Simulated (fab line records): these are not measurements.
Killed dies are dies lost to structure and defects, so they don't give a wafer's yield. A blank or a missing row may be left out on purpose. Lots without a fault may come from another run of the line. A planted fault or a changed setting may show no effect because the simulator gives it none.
What tool caused it? ; flow sky130 ; 18 wafers from 6 lots sampled at 3 of the route's 708 steps

WHAT EACH GAUGE READ, for each wafer
SKY_LDD_LDN_TW_MEAS_13.
lot;measured;on;LDD_LDN_TW
L503;day 23 21:36;filmMetro-04;1477 1476 1467
L511;day 26 10:14;filmMetro-01;1556 1560 1571
L513;day 27 01:29;filmMetro-04;1478 1481 1478
L517;day 28 10:35;filmMetro-01;1482 1478 1485
L521;day 29 13:25;filmMetro-04;1473 1478 1469
L525;day 30 21:17;filmMetro-01;1483 1487 1490

EACH LOT AND THE TOOL THAT RAN IT (in order: tool; ch and the chambers of the sampled wafers; start)
lot;SKY_LDD_N_STRIP_16;SKY_LDD_LDN_IMPLANT_10
L503;plasmaAsher-03 ch 0,1, day 18 18:03;implanter-04 ch 0, day 23 21:14
L511;plasmaAsher-01 ch 0,1, day 21 11:22;implanter-02 ch 0, day 26 09:50
L513;plasmaAsher-01 ch 1, day 22 02:13;implanter-04 ch 0, day 27 01:06
L517;plasmaAsher-01 ch 0,1, day 23 11:47;implanter-03 ch 0, day 28 10:11
L521;plasmaAsher-01 ch 0,1, day 24 17:13;implanter-03 ch 0, day 29 13:01
L525;plasmaAsher-01 ch 0,1, day 26 01:41;implanter-03 ch 0, day 30 20:53
- SKY_LDD_N_STRIP_16: strips in O2/N2.
- SKY_LDD_LDN_IMPLANT_10

THE ANSWER, worked out from the rows above alone
Rule: the usual values come from the lots themselves. Put in order of their means at a reading, lots are off if they are a third of the lots or fewer, leave a main group of 4 or more, and stand apart from it by a gap of 3 or more times the standard deviation of the main group's means; of several such gaps the widest counts. If all means in a main group match to the digits the tables above print for the reading, that group is not used. Also off: a lot with no number at a reading for which 4 or more lots have one. The other lots that the step has rows for count as sound.
Off: L511, at SKY_LDD_LDN_TW_MEAS_13 (LDD_LDN_TW). The main group has a mean of 1479 with a standard deviation of 5.1.
If a tool, at a process step before that reading, ran all the lots that are off and no sound lot after the first of them, it fits. Those tools and the gauges at SKY_LDD_LDN_TW_MEAS_13 are tried in the same way. One candidate fits, namely implanter-02 at SKY_LDD_LDN_IMPLANT_10. It ran no sound lot before its first lot that is off in this sample, so the start can't be narrowed down.

WHAT THE SIMULATOR PUT IN
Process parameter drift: implanter-02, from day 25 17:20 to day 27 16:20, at SKY_LDD_LDN_IMPLANT_10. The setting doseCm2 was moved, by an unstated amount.
Struck lots among those shown: L511. The rule above reached the same finding.
